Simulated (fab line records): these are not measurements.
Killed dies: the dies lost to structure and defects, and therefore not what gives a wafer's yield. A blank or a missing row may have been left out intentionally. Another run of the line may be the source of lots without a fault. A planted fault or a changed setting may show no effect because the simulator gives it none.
fab line records || flow gf180mcu
record: {"lots": 14, "wafers": 42, "lastDay": 34}
route steps=602 shown CONTACT@310 M1@318
lots untouched by any fault: they come from a run of this same line in which no faults occurred
startH: hours from the record's first day to the start of the lot's first wafer shown || waitH: hours from the lot's prior step to this one || " same as the row above || L1.1+2: one row covering several wafers at once || - either no value or no given start || * or withheld: withheld || < > ~ a bound
route shown NAME@n: names a module that has steps shown in the file, with the first one's number in the route || usual: average and standard deviation across the fault-free wafers || same: alike in all rows || chamber/n: place in a boat || sites: the reading at each site || _std_site: the standard deviation of these || _edge_site: outer sites' mean less inner sites' || radiusMm: for every site, how far away it sits from the centre of the wafer || mask NAME#n: copy n || behind: tool/chamber where the wafer was last shaped || hold: what put the lot on hold/how long, in hours/how the hold closed || device: which transistor (n, p or np) failed to switch || end of line: tests of these same wafers at the route's end || a step given without rows: its recipe and nothing more || killed: count of dies lost to structure and defects at first sort (not the wafer's yield) || map: per-die view of a wafer (x killed, . not killed, _ where there is no die)
set.NAME: the run value of the setting; set.NAME@STEP: its run value at that earlier step || model.NAME: the simulator's own value behind a step, which no gauge read
a sample of lots followed through the steps of the route, with each step as a table and each wafer as a row
services: the hour from which a tool's chamber was out of use, counted from the record's first day as startH (under 0 if before that day), plus the number of hours and why
== steps ==
step: GF_CONTACT_SPUTTER_23
recipe: {"material": "TiN", "targetThkNm": 10, "chamberPressurePa": 5, "powerW": 4000, "timeS": 40}
usual: {"throttleValvePct": "29.9/1.1"}
{"lot.wafer": "L653.1", "tool": "pvdSputter-01", "chamber": "-", "startH": 356.50, "waitH": 0.0, "throttleValvePct": 31.6}
{"lot.wafer": "L653.3", "tool": "pvdSputter-01", "chamber": "-", "startH": 356.50, "waitH": 0.0, "throttleValvePct": 30.7}
{"lot.wafer": "L653.4", "tool": "pvdSputter-01", "chamber": "-", "startH": 356.50, "waitH": 0.0, "throttleValvePct": 28.6}
{"lot.wafer": "L654.4", "tool": "pvdSputter-02", "chamber": "-", "startH": 366.34, "waitH": 0.0, "throttleValvePct": 29.0}
{"lot.wafer": "L654.5", "tool": "pvdSputter-02", "chamber": "-", "startH": 366.34, "waitH": 0.0, "throttleValvePct": 29.3}
{"lot.wafer": "L654.6", "tool": "pvdSputter-02", "chamber": "-", "startH": 366.34, "waitH": 0.0, "throttleValvePct": 30.1}
{"lot.wafer": "L657.1", "tool": "pvdSputter-01", "chamber": "-", "startH": 392.04, "waitH": 0.0, "throttleValvePct": 30.9}
{"lot.wafer": "L657.3", "tool": "pvdSputter-01", "chamber": "-", "startH": 392.04, "waitH": 0.0, "throttleValvePct": 31.5}
{"lot.wafer": "L657.4", "tool": "pvdSputter-01", "chamber": "-", "startH": 392.04, "waitH": 0.0, "throttleValvePct": 28.5}
{"lot.wafer": "L663.1", "tool": "pvdSputter-02", "chamber": "-", "startH": 457.53, "waitH": 0.0, "throttleValvePct": 31.0}
{"lot.wafer": "L663.4", "tool": "pvdSputter-02", "chamber": "-", "startH": 457.53, "waitH": 0.0, "throttleValvePct": 28.6}
{"lot.wafer": "L663.5", "tool": "pvdSputter-02", "chamber": "-", "startH": 457.53, "waitH": 0.0, "throttleValvePct": 28.7}
{"lot.wafer": "L664.2", "tool": "pvdSputter-01", "chamber": "-", "startH": 462.84, "waitH": 0.0, "throttleValvePct": 31.0}
{"lot.wafer": "L664.5", "tool": "pvdSputter-01", "chamber": "-", "startH": 462.84, "waitH": 0.0, "throttleValvePct": 30.8}
{"lot.wafer": "L664.6", "tool": "pvdSputter-01", "chamber": "-", "startH": 462.84, "waitH": 0.0, "throttleValvePct": 29.0}
{"lot.wafer": "L665.1", "tool": "pvdSputter-02", "chamber": "-", "startH": 469.94, "waitH": 0.0, "throttleValvePct": 29.0}
{"lot.wafer": "L665.2", "tool": "pvdSputter-02", "chamber": "-", "startH": 469.94, "waitH": 0.0, "throttleValvePct": 30.2}
{"lot.wafer": "L665.4", "tool": "pvdSputter-02", "chamber": "-", "startH": 469.94, "waitH": 0.0, "throttleValvePct": 29.7}
{"lot.wafer": "L666.1", "tool": "pvdSputter-01", "chamber": "-", "startH": 479.73, "waitH": 0.0, "throttleValvePct": 29.3}
{"lot.wafer": "L666.4", "tool": "pvdSputter-01", "chamber": "-", "startH": 479.73, "waitH": 0.0, "throttleValvePct": 31.4}
{"lot.wafer": "L666.5", "tool": "pvdSputter-01", "chamber": "-", "startH": 479.73, "waitH": 0.0, "throttleValvePct": 31.3}
{"lot.wafer": "L667.1", "tool": "pvdSputter-02", "chamber": "-", "startH": 486.10, "waitH": 0.0, "throttleValvePct": 28.7}
{"lot.wafer": "L667.3", "tool": "pvdSputter-02", "chamber": "-", "startH": 486.10, "waitH": 0.0, "throttleValvePct": 29.5}
{"lot.wafer": "L667.5", "tool": "pvdSputter-02", "chamber": "-", "startH": 486.10, "waitH": 0.0, "throttleValvePct": 30.9}
{"lot.wafer": "L668.3", "tool": "pvdSputter-02", "chamber": "-", "startH": 490.49, "waitH": 0.0, "throttleValvePct": 29.0}
{"lot.wafer": "L668.5", "tool": "pvdSputter-02", "chamber": "-", "startH": 490.49, "waitH": 0.0, "throttleValvePct": 28.9}
{"lot.wafer": "L668.6", "tool": "pvdSputter-02", "chamber": "-", "startH": 490.49, "waitH": 0.0, "throttleValvePct": 30.9}
{"lot.wafer": "L669.1", "tool": "pvdSputter-02", "chamber": "-", "startH": 504.14, "waitH": 0.0, "throttleValvePct": 30.2}
{"lot.wafer": "L669.5", "tool": "pvdSputter-02", "chamber": "-", "startH": 504.14, "waitH": 0.0, "throttleValvePct": 31.0}
{"lot.wafer": "L669.6", "tool": "pvdSputter-02", "chamber": "-", "startH": 504.14, "waitH": 0.0, "throttleValvePct": 29.0}
{"lot.wafer": "L672.4", "tool": "pvdSputter-01", "chamber": "-", "startH": 531.52, "waitH": 0.0, "throttleValvePct": 29.3}
{"lot.wafer": "L672.5", "tool": "pvdSputter-01", "chamber": "-", "startH": 531.52, "waitH": 0.0, "throttleValvePct": 30.9}
{"lot.wafer": "L672.6", "tool": "pvdSputter-01", "chamber": "-", "startH": 531.52, "waitH": 0.0, "throttleValvePct": 29.3}
{"lot.wafer": "L673.1", "tool": "pvdSputter-01", "chamber": "-", "startH": 536.58, "waitH": 0.0, "throttleValvePct": 31.2}
{"lot.wafer": "L673.4", "tool": "pvdSputter-01", "chamber": "-", "startH": 536.58, "waitH": 0.0, "throttleValvePct": 28.9}
{"lot.wafer": "L673.6", "tool": "pvdSputter-01", "chamber": "-", "startH": 536.58, "waitH": 0.0, "throttleValvePct": 31.7}
{"lot.wafer": "L674.1", "tool": "pvdSputter-02", "chamber": "-", "startH": 546.63, "waitH": 0.0, "throttleValvePct": 29.5}
{"lot.wafer": "L674.2", "tool": "pvdSputter-02", "chamber": "-", "startH": 546.63, "waitH": 0.0, "throttleValvePct": 28.9}
{"lot.wafer": "L674.6", "tool": "pvdSputter-02", "chamber": "-", "startH": 546.63, "waitH": 0.0, "throttleValvePct": 29.8}
{"lot.wafer": "L676.3", "tool": "pvdSputter-02", "chamber": "-", "startH": 560.53, "waitH": 0.0, "throttleValvePct": 28.8}
{"lot.wafer": "L676.4", "tool": "pvdSputter-02", "chamber": "-", "startH": 560.53, "waitH": 0.0, "throttleValvePct": 29.6}
{"lot.wafer": "L676.5", "tool": "pvdSputter-02", "chamber": "-", "startH": 560.53, "waitH": 0.0, "throttleValvePct": 28.7}
step: GF_M1_SPUTTER_03
recipe: {"material": "Ti", "targetThkNm": 10, "substrateTempC": 300, "chamberPressurePa": 0.3, "powerW": 3000, "timeS": 6.7}
usual: {"substrateTempC": "299.99/0.19", "throttleValvePct": "30.2/1.2"}
{"lot.wafer": "L653.1", "tool": "pvdSputter-03", "chamber": "-", "startH": 357.28, "waitH": 0.0, "substrateTempC": 300.14, "throttleValvePct": 30.1}
{"lot.wafer": "L653.3", "tool": "pvdSputter-03", "chamber": "-", "startH": 357.28, "waitH": 0.0, "substrateTempC": 300.03, "throttleValvePct": 29.9}
{"lot.wafer": "L653.4", "tool": "pvdSputter-03", "chamber": "-", "startH": 357.28, "waitH": 0.0, "substrateTempC": 299.81, "throttleValvePct": 31.6}
{"lot.wafer": "L654.4", "tool": "pvdSputter-03", "chamber": "-", "startH": 367.12, "waitH": 0.0, "substrateTempC": 299.87, "throttleValvePct": 30.9}
{"lot.wafer": "L654.5", "tool": "pvdSputter-03", "chamber": "-", "startH": 367.12, "waitH": 0.0, "substrateTempC": 300.12, "throttleValvePct": 31.0}
{"lot.wafer": "L654.6", "tool": "pvdSputter-03", "chamber": "-", "startH": 367.12, "waitH": 0.0, "substrateTempC": 299.98, "throttleValvePct": 29.9}
{"lot.wafer": "L657.1", "tool": "pvdSputter-01", "chamber": "-", "startH": 392.82, "waitH": 0.0, "substrateTempC": 300.13, "throttleValvePct": 31.3}
{"lot.wafer": "L657.3", "tool": "pvdSputter-01", "chamber": "-", "startH": 392.82, "waitH": 0.0, "substrateTempC": 300.17, "throttleValvePct": 31.1}
{"lot.wafer": "L657.4", "tool": "pvdSputter-01", "chamber": "-", "startH": 392.82, "waitH": 0.0, "substrateTempC": 300.31, "throttleValvePct": 28.6}
{"lot.wafer": "L663.1", "tool": "pvdSputter-04", "chamber": "-", "startH": 458.33, "waitH": 0.0, "substrateTempC": 299.74, "throttleValvePct": 29.9}
{"lot.wafer": "L663.4", "tool": "pvdSputter-04", "chamber": "-", "startH": 458.33, "waitH": 0.0, "substrateTempC": 299.67, "throttleValvePct": 27.1}
{"lot.wafer": "L663.5", "tool": "pvdSputter-04", "chamber": "-", "startH": 458.33, "waitH": 0.0, "substrateTempC": 300.37, "throttleValvePct": 30.1}
{"lot.wafer": "L664.2", "tool": "pvdSputter-04", "chamber": "-", "startH": 463.62, "waitH": 0.0, "substrateTempC": 300.11, "throttleValvePct": 27.2}
{"lot.wafer": "L664.5", "tool": "pvdSputter-04", "chamber": "-", "startH": 463.62, "waitH": 0.0, "substrateTempC": 299.85, "throttleValvePct": 30.0}
{"lot.wafer": "L664.6", "tool": "pvdSputter-04", "chamber": "-", "startH": 463.62, "waitH": 0.0, "substrateTempC": 299.88, "throttleValvePct": 30.0}
{"lot.wafer": "L665.1", "tool": "pvdSputter-01", "chamber": "-", "startH": 470.72, "waitH": 0.0, "substrateTempC": 299.90, "throttleValvePct": 28.7}
{"lot.wafer": "L665.2", "tool": "pvdSputter-01", "chamber": "-", "startH": 470.72, "waitH": 0.0, "substrateTempC": 300.13, "throttleValvePct": 31.4}
{"lot.wafer": "L665.4", "tool": "pvdSputter-01", "chamber": "-", "startH": 470.72, "waitH": 0.0, "substrateTempC": 300.23, "throttleValvePct": 31.0}
{"lot.wafer": "L666.1", "tool": "pvdSputter-03", "chamber": "-", "startH": 480.51, "waitH": 0.0, "substrateTempC": 300.06, "throttleValvePct": 29.9}
{"lot.wafer": "L666.4", "tool": "pvdSputter-03", "chamber": "-", "startH": 480.51, "waitH": 0.0, "substrateTempC": 300.31, "throttleValvePct": 31.8}
{"lot.wafer": "L666.5", "tool": "pvdSputter-03", "chamber": "-", "startH": 480.51, "waitH": 0.0, "substrateTempC": 300.17, "throttleValvePct": 30.1}
{"lot.wafer": "L667.1", "tool": "pvdSputter-04", "chamber": "-", "startH": 486.87, "waitH": 0.0, "substrateTempC": 299.92, "throttleValvePct": 32.1}
{"lot.wafer": "L667.3", "tool": "pvdSputter-04", "chamber": "-", "startH": 486.87, "waitH": 0.0, "substrateTempC": 300.13, "throttleValvePct": 30.0}
{"lot.wafer": "L667.5", "tool": "pvdSputter-04", "chamber": "-", "startH": 486.87, "waitH": 0.0, "substrateTempC": 299.71, "throttleValvePct": 29.8}
{"lot.wafer": "L668.3", "tool": "pvdSputter-01", "chamber": "-", "startH": 491.37, "waitH": 0.0, "substrateTempC": 299.81, "throttleValvePct": 28.6}
{"lot.wafer": "L668.5", "tool": "pvdSputter-01", "chamber": "-", "startH": 491.37, "waitH": 0.0, "substrateTempC": 299.80, "throttleValvePct": 28.9}
{"lot.wafer": "L668.6", "tool": "pvdSputter-01", "chamber": "-", "startH": 491.37, "waitH": 0.0, "substrateTempC": 299.83, "throttleValvePct": 31.4}
{"lot.wafer": "L669.1", "tool": "pvdSputter-01", "chamber": "-", "startH": 504.92, "waitH": 0.0, "substrateTempC": 299.85, "throttleValvePct": 31.5}
{"lot.wafer": "L669.5", "tool": "pvdSputter-01", "chamber": "-", "startH": 504.92, "waitH": 0.0, "substrateTempC": 299.93, "throttleValvePct": 29.3}
{"lot.wafer": "L669.6", "tool": "pvdSputter-01", "chamber": "-", "startH": 504.92, "waitH": 0.0, "substrateTempC": 299.49, "throttleValvePct": 31.4}
{"lot.wafer": "L672.4", "tool": "pvdSputter-03", "chamber": "-", "startH": 532.30, "waitH": 0.0, "substrateTempC": 299.96, "throttleValvePct": 31.1}
{"lot.wafer": "L672.5", "tool": "pvdSputter-03", "chamber": "-", "startH": 532.30, "waitH": 0.0, "substrateTempC": 300.12, "throttleValvePct": 31.8}
{"lot.wafer": "L672.6", "tool": "pvdSputter-03", "chamber": "-", "startH": 532.30, "waitH": 0.0, "substrateTempC": 299.82, "throttleValvePct": 29.8}
{"lot.wafer": "L673.1", "tool": "pvdSputter-04", "chamber": "-", "startH": 537.36, "waitH": 0.0, "substrateTempC": 299.79, "throttleValvePct": 29.8}
{"lot.wafer": "L673.4", "tool": "pvdSputter-04", "chamber": "-", "startH": 537.36, "waitH": 0.0, "substrateTempC": 300.15, "throttleValvePct": 32.1}
{"lot.wafer": "L673.6", "tool": "pvdSputter-04", "chamber": "-", "startH": 537.36, "waitH": 0.0, "substrateTempC": 299.82, "throttleValvePct": 30.0}
{"lot.wafer": "L674.1", "tool": "pvdSputter-01", "chamber": "-", "startH": 547.41, "waitH": 0.0, "substrateTempC": 299.99, "throttleValvePct": 31.6}
{"lot.wafer": "L674.2", "tool": "pvdSputter-01", "chamber": "-", "startH": 547.41, "waitH": 0.0, "substrateTempC": 299.86, "throttleValvePct": 28.7}
{"lot.wafer": "L674.6", "tool": "pvdSputter-01", "chamber": "-", "startH": 547.41, "waitH": 0.0, "substrateTempC": 299.81, "throttleValvePct": 29.3}
{"lot.wafer": "L676.3", "tool": "pvdSputter-04", "chamber": "-", "startH": 561.31, "waitH": 0.0, "substrateTempC": 299.84, "throttleValvePct": 26.9}
{"lot.wafer": "L676.4", "tool": "pvdSputter-04", "chamber": "-", "startH": 561.31, "waitH": 0.0, "substrateTempC": 300.01, "throttleValvePct": 27.2}
{"lot.wafer": "L676.5", "tool": "pvdSputter-04", "chamber": "-", "startH": 561.31, "waitH": 0.0, "substrateTempC": 300.38, "throttleValvePct": 29.9}
step: GF_M1_THK_MEAS_06
recipe: {"thkMeasGauge": "xrf", "reads": "AlCu_of_M1_SPUTTER_02"}
usual: {"M1_ALCU_THK": "445/5.3"}
{"lot.wafer": "L653.1", "tool": "filmMetro-02", "chamber": "-", "startH": 357.46, "waitH": 0.1, "M1_ALCU_THK[nm]": 442}
{"lot.wafer": "L653.3", "tool": "filmMetro-02", "chamber": "-", "startH": 357.46, "waitH": 0.1, "M1_ALCU_THK[nm]": 448}
{"lot.wafer": "L653.4", "tool": "filmMetro-02", "chamber": "-", "startH": 357.46, "waitH": 0.1, "M1_ALCU_THK[nm]": 446}
{"lot.wafer": "L654.4", "tool": "filmMetro-02", "chamber": "-", "startH": 367.33, "waitH": 0.1, "M1_ALCU_THK[nm]": 445}
{"lot.wafer": "L654.5", "tool": "filmMetro-02", "chamber": "-", "startH": 367.33, "waitH": 0.1, "M1_ALCU_THK[nm]": 453}
{"lot.wafer": "L654.6", "tool": "filmMetro-02", "chamber": "-", "startH": 367.33, "waitH": 0.1, "M1_ALCU_THK[nm]": 445}
{"lot.wafer": "L657.1", "tool": "filmMetro-01", "chamber": "-", "startH": 393.00, "waitH": 0.1, "M1_ALCU_THK[nm]": 428}
{"lot.wafer": "L657.3", "tool": "filmMetro-01", "chamber": "-", "startH": 393.00, "waitH": 0.1, "M1_ALCU_THK[nm]": 426}
{"lot.wafer": "L657.4", "tool": "filmMetro-01", "chamber": "-", "startH": 393.00, "waitH": 0.1, "M1_ALCU_THK[nm]": 426}
{"lot.wafer": "L663.1", "tool": "filmMetro-02", "chamber": "-", "startH": 458.52, "waitH": 0.1, "M1_ALCU_THK[nm]": 440}
{"lot.wafer": "L663.4", "tool": "filmMetro-02", "chamber": "-", "startH": 458.52, "waitH": 0.1, "M1_ALCU_THK[nm]": 439}
{"lot.wafer": "L663.5", "tool": "filmMetro-02", "chamber": "-", "startH": 458.52, "waitH": 0.1, "M1_ALCU_THK[nm]": 443}
{"lot.wafer": "L664.2", "tool": "filmMetro-02", "chamber": "-", "startH": 463.81, "waitH": 0.1, "M1_ALCU_THK[nm]": 449}
{"lot.wafer": "L664.5", "tool": "filmMetro-02", "chamber": "-", "startH": 463.81, "waitH": 0.1, "M1_ALCU_THK[nm]": 444}
{"lot.wafer": "L664.6", "tool": "filmMetro-02", "chamber": "-", "startH": 463.81, "waitH": 0.1, "M1_ALCU_THK[nm]": 449}
{"lot.wafer": "L665.1", "tool": "filmMetro-01", "chamber": "-", "startH": 470.90, "waitH": 0.1, "M1_ALCU_THK[nm]": 444}
{"lot.wafer": "L665.2", "tool": "filmMetro-01", "chamber": "-", "startH": 470.90, "waitH": 0.1, "M1_ALCU_THK[nm]": 444}
{"lot.wafer": "L665.4", "tool": "filmMetro-01", "chamber": "-", "startH": 470.90, "waitH": 0.1, "M1_ALCU_THK[nm]": 443}
{"lot.wafer": "L666.1", "tool": "filmMetro-03", "chamber": "-", "startH": 480.69, "waitH": 0.1, "M1_ALCU_THK[nm]": 442}
{"lot.wafer": "L666.4", "tool": "filmMetro-03", "chamber": "-", "startH": 480.69, "waitH": 0.1, "M1_ALCU_THK[nm]": 446}
{"lot.wafer": "L666.5", "tool": "filmMetro-03", "chamber": "-", "startH": 480.69, "waitH": 0.1, "M1_ALCU_THK[nm]": 442}
{"lot.wafer": "L667.1", "tool": "filmMetro-02", "chamber": "-", "startH": 487.06, "waitH": 0.1, "M1_ALCU_THK[nm]": 440}
{"lot.wafer": "L667.3", "tool": "filmMetro-02", "chamber": "-", "startH": 487.06, "waitH": 0.1, "M1_ALCU_THK[nm]": 441}
{"lot.wafer": "L667.5", "tool": "filmMetro-02", "chamber": "-", "startH": 487.06, "waitH": 0.1, "M1_ALCU_THK[nm]": 440}
{"lot.wafer": "L668.3", "tool": "filmMetro-02", "chamber": "-", "startH": 491.57, "waitH": 0.1, "M1_ALCU_THK[nm]": 445}
{"lot.wafer": "L668.5", "tool": "filmMetro-02", "chamber": "-", "startH": 491.57, "waitH": 0.1, "M1_ALCU_THK[nm]": 441}
{"lot.wafer": "L668.6", "tool": "filmMetro-02", "chamber": "-", "startH": 491.57, "waitH": 0.1, "M1_ALCU_THK[nm]": 445}
{"lot.wafer": "L669.1", "tool": "filmMetro-03", "chamber": "-", "startH": 505.10, "waitH": 0.1, "M1_ALCU_THK[nm]": 446}
{"lot.wafer": "L669.5", "tool": "filmMetro-03", "chamber": "-", "startH": 505.10, "waitH": 0.1, "M1_ALCU_THK[nm]": 440}
{"lot.wafer": "L669.6", "tool": "filmMetro-03", "chamber": "-", "startH": 505.10, "waitH": 0.1, "M1_ALCU_THK[nm]": 443}
{"lot.wafer": "L672.4", "tool": "filmMetro-03", "chamber": "-", "startH": 532.51, "waitH": 0.1, "M1_ALCU_THK[nm]": 446}
{"lot.wafer": "L672.5", "tool": "filmMetro-03", "chamber": "-", "startH": 532.51, "waitH": 0.1, "M1_ALCU_THK[nm]": 442}
{"lot.wafer": "L672.6", "tool": "filmMetro-03", "chamber": "-", "startH": 532.51, "waitH": 0.1, "M1_ALCU_THK[nm]": 445}
{"lot.wafer": "L673.1", "tool": "filmMetro-02", "chamber": "-", "startH": 537.54, "waitH": 0.1, "M1_ALCU_THK[nm]": 448}
{"lot.wafer": "L673.4", "tool": "filmMetro-02", "chamber": "-", "startH": 537.54, "waitH": 0.1, "M1_ALCU_THK[nm]": 446}
{"lot.wafer": "L673.6", "tool": "filmMetro-02", "chamber": "-", "startH": 537.54, "waitH": 0.1, "M1_ALCU_THK[nm]": 443}
{"lot.wafer": "L674.1", "tool": "filmMetro-02", "chamber": "-", "startH": 547.59, "waitH": 0.1, "M1_ALCU_THK[nm]": 445}
{"lot.wafer": "L674.2", "tool": "filmMetro-02", "chamber": "-", "startH": 547.59, "waitH": 0.1, "M1_ALCU_THK[nm]": 437}
{"lot.wafer": "L674.6", "tool": "filmMetro-02", "chamber": "-", "startH": 547.59, "waitH": 0.1, "M1_ALCU_THK[nm]": 437}
{"lot.wafer": "L676.3", "tool": "filmMetro-02", "chamber": "-", "startH": 561.51, "waitH": 0.1, "M1_ALCU_THK[nm]": 449}
{"lot.wafer": "L676.4", "tool": "filmMetro-02", "chamber": "-", "startH": 561.51, "waitH": 0.1, "M1_ALCU_THK[nm]": 449}
{"lot.wafer": "L676.5", "tool": "filmMetro-02", "chamber": "-", "startH": 561.51, "waitH": 0.1, "M1_ALCU_THK[nm]": 447}
step: GF_M1_DEVELOP_13
recipe: {"developTimeS": 60, "devTempC": 21}
usual: {"chillPlateTempC": "23.03/0.099", "developTimeS": "60/0"}
{"lot.wafer": "L653.1", "tool": "lithoTrack-03", "chamber": 0, "startH": 379.21, "waitH": 0.2, "chillPlateTempC": 23.08, "developTimeS": 60}
{"lot.wafer": "L653.3", "tool": "lithoTrack-03", "chamber": 0, "startH": 379.21, "waitH": 0.2, "chillPlateTempC": 23.05, "developTimeS": 60}
{"lot.wafer": "L653.4", "tool": "lithoTrack-03", "chamber": 0, "startH": 379.21, "waitH": 0.2, "chillPlateTempC": 23.00, "developTimeS": 60}
{"lot.wafer": "L654.4", "tool": "lithoTrack-03", "chamber": 0, "startH": 388.78, "waitH": 0.1, "chillPlateTempC": 23.01, "developTimeS": 60}
{"lot.wafer": "L654.5", "tool": "lithoTrack-03", "chamber": 0, "startH": 388.78, "waitH": 0.1, "chillPlateTempC": 23.12, "developTimeS": 60}
{"lot.wafer": "L654.6", "tool": "lithoTrack-03", "chamber": 0, "startH": 388.78, "waitH": 0.1, "chillPlateTempC": 23.09, "developTimeS": 60}
{"lot.wafer": "L657.1", "tool": "lithoTrack-03", "chamber": 0, "startH": 416.21, "waitH": 0.2, "chillPlateTempC": 23.10, "developTimeS": 60}
{"lot.wafer": "L657.3", "tool": "lithoTrack-03", "chamber": 0, "startH": 416.21, "waitH": 0.2, "chillPlateTempC": 23.01, "developTimeS": 60}
{"lot.wafer": "L657.4", "tool": "lithoTrack-03", "chamber": 0, "startH": 416.21, "waitH": 0.2, "chillPlateTempC": 23.04, "developTimeS": 60}
{"lot.wafer": "L663.1", "tool": "lithoTrack-03", "chamber": "-", "startH": 482.56, "waitH": 0.2, "chillPlateTempC": "-", "developTimeS": "-"}
{"lot.wafer": "L663.4", "tool": "lithoTrack-03", "chamber": "-", "startH": 482.56, "waitH": 0.2, "chillPlateTempC": "-", "developTimeS": "-"}
{"lot.wafer": "L663.5", "tool": "lithoTrack-03", "chamber": "-", "startH": 482.56, "waitH": 0.2, "chillPlateTempC": "-", "developTimeS": "-"}
{"lot.wafer": "L664.2", "tool": "lithoTrack-01", "chamber": "-", "startH": 487.25, "waitH": 0.2, "chillPlateTempC": "-", "developTimeS": "-"}
{"lot.wafer": "L664.5", "tool": "lithoTrack-01", "chamber": "-", "startH": 487.25, "waitH": 0.2, "chillPlateTempC": "-", "developTimeS": "-"}
{"lot.wafer": "L664.6", "tool": "lithoTrack-01", "chamber": "-", "startH": 487.25, "waitH": 0.2, "chillPlateTempC": "-", "developTimeS": "-"}
{"lot.wafer": "L665.1", "tool": "lithoTrack-01", "chamber": 0, "startH": 495.17, "waitH": 0.2, "chillPlateTempC": 23.14, "developTimeS": 60}
{"lot.wafer": "L665.2", "tool": "lithoTrack-01", "chamber": 0, "startH": 495.17, "waitH": 0.2, "chillPlateTempC": 22.85, "developTimeS": 60}
{"lot.wafer": "L665.4", "tool": "lithoTrack-01", "chamber": 0, "startH": 495.17, "waitH": 0.2, "chillPlateTempC": 22.98, "developTimeS": 60}
{"lot.wafer": "L666.1", "tool": "lithoTrack-03", "chamber": 0, "startH": 504.46, "waitH": 0.2, "chillPlateTempC": 22.91, "developTimeS": 60}
{"lot.wafer": "L666.4", "tool": "lithoTrack-03", "chamber": 0, "startH": 504.46, "waitH": 0.2, "chillPlateTempC": 22.78, "developTimeS": 60}
{"lot.wafer": "L666.5", "tool": "lithoTrack-03", "chamber": 0, "startH": 504.46, "waitH": 0.2, "chillPlateTempC": 22.99, "developTimeS": 60}
{"lot.wafer": "L667.1", "tool": "lithoTrack-03", "chamber": 0, "startH": 510.66, "waitH": 0.2, "chillPlateTempC": 23.24, "developTimeS": 60}
{"lot.wafer": "L667.3", "tool": "lithoTrack-03", "chamber": 0, "startH": 510.66, "waitH": 0.2, "chillPlateTempC": 23.12, "developTimeS": 60}
{"lot.wafer": "L667.5", "tool": "lithoTrack-03", "chamber": 0, "startH": 510.66, "waitH": 0.2, "chillPlateTempC": 23.02, "developTimeS": 60}
{"lot.wafer": "L668.3", "tool": "lithoTrack-03", "chamber": 0, "startH": 514.46, "waitH": 0.1, "chillPlateTempC": 23.09, "developTimeS": 60}
{"lot.wafer": "L668.5", "tool": "lithoTrack-03", "chamber": 0, "startH": 514.46, "waitH": 0.1, "chillPlateTempC": 23.08, "developTimeS": 60}
{"lot.wafer": "L668.6", "tool": "lithoTrack-03", "chamber": 0, "startH": 514.46, "waitH": 0.1, "chillPlateTempC": 23.11, "developTimeS": 60}
{"lot.wafer": "L669.1", "tool": "lithoTrack-03", "chamber": 0, "startH": 527.96, "waitH": 0.2, "chillPlateTempC": 23.10, "developTimeS": 60}
{"lot.wafer": "L669.5", "tool": "lithoTrack-03", "chamber": 0, "startH": 527.96, "waitH": 0.2, "chillPlateTempC": 23.08, "developTimeS": 60}
{"lot.wafer": "L669.6", "tool": "lithoTrack-03", "chamber": 0, "startH": 527.96, "waitH": 0.2, "chillPlateTempC": 22.89, "developTimeS": 60}
{"lot.wafer": "L672.4", "tool": "lithoTrack-03", "chamber": 0, "startH": 554.58, "waitH": 0.1, "chillPlateTempC": 23.09, "developTimeS": 60}
{"lot.wafer": "L672.5", "tool": "lithoTrack-03", "chamber": 0, "startH": 554.58, "waitH": 0.1, "chillPlateTempC": 23.26, "developTimeS": 60}
{"lot.wafer": "L672.6", "tool": "lithoTrack-03", "chamber": 0, "startH": 554.58, "waitH": 0.1, "chillPlateTempC": 23.08, "developTimeS": 60}
{"lot.wafer": "L673.1", "tool": "lithoTrack-01", "chamber": 0, "startH": 559.07, "waitH": 0.2, "chillPlateTempC": 23.17, "developTimeS": 60}
{"lot.wafer": "L673.4", "tool": "lithoTrack-01", "chamber": 0, "startH": 559.07, "waitH": 0.2, "chillPlateTempC": 23.02, "developTimeS": 60}
{"lot.wafer": "L673.6", "tool": "lithoTrack-01", "chamber": 0, "startH": 559.07, "waitH": 0.2, "chillPlateTempC": 23.19, "developTimeS": 60}
{"lot.wafer": "L674.1", "tool": "lithoTrack-02", "chamber": 0, "startH": 569.51, "waitH": 0.2, "chillPlateTempC": 23.12, "developTimeS": 60}
{"lot.wafer": "L674.2", "tool": "lithoTrack-02", "chamber": 0, "startH": 569.51, "waitH": 0.2, "chillPlateTempC": 22.96, "developTimeS": 60}
{"lot.wafer": "L674.6", "tool": "lithoTrack-02", "chamber": 0, "startH": 569.51, "waitH": 0.2, "chillPlateTempC": 22.99, "developTimeS": 60}
{"lot.wafer": "L676.3", "tool": "lithoTrack-02", "chamber": 0, "startH": 583.21, "waitH": 0.1, "chillPlateTempC": 22.92, "developTimeS": 60}
{"lot.wafer": "L676.4", "tool": "lithoTrack-02", "chamber": 0, "startH": 583.21, "waitH": 0.1, "chillPlateTempC": 23.02, "developTimeS": 60}
{"lot.wafer": "L676.5", "tool": "lithoTrack-02", "chamber": 0, "startH": 583.21, "waitH": 0.1, "chillPlateTempC": 22.91, "developTimeS": 60}
== services ==
{"tool": "pvdSputter-04", "chamber": "-", "startH": 361.62, "hours": 33.5, "kind": "repair"}
{"tool": "pvdSputter-01", "chamber": "-", "startH": 434.88, "hours": 4.9, "kind": "repair"}
{"tool": "pvdSputter-04", "chamber": "-", "startH": 437.73, "hours": 4.5, "kind": "repair"}
{"tool": "pvdSputter-02", "chamber": "-", "startH": 441.46, "hours": 2.0, "kind": "repair"}
{"tool": "pvdSputter-02", "chamber": "-", "startH": 454.16, "hours": 1.8, "kind": "repair"}
{"tool": "pvdSputter-01", "chamber": "-", "startH": 473.68, "hours": 1.7, "kind": "repair"}
{"tool": "pvdSputter-04", "chamber": "-", "startH": 524.49, "hours": 0.7, "kind": "repair"}
{"tool": "pvdSputter-04", "chamber": "-", "startH": 530.81, "hours": 2.1, "kind": "repair"}
{"tool": "pvdSputter-01", "chamber": "-", "startH": 568.82, "hours": 0.5, "kind": "repair"}
== key ==
firstSign: {"step": "GF_M1_DEVELOP_13", "reading": "toolRecord", "direction": "missing"}
effect none on later readings
metAt GF_M1_DEVELOP_13
struckLots L663,L664
laterRowsLeftOut L663.1,L663.4,L663.5,L664.2,L664.5,L664.6
sortLeftOut L663.1,L663.4,L663.5,L664.2,L664.5,L664.6
notActingAt GF_CONTACT_SPUTTER_23,GF_M1_SPUTTER_03,GF_M1_THK_MEAS_06
onsetBetween 416.21 482.56
fault: {"kind": "skippedStepWhole", "tool": "lithoTrack-01,lithoTrack-03", "chamber": "-", "onsetH": 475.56, "steps": "GF_M1_DEVELOP_13", "scope": "struckLotsOnly"}
sortLeftOut: the simulated sort isn't trusted on such a fault, so these wafers' sort isn't shown, and their yield isn't known
laterRowsLeftOut: the simulator's readings of these wafers behind a module that went badly wrong aren't trusted and aren't shown, but for the sort
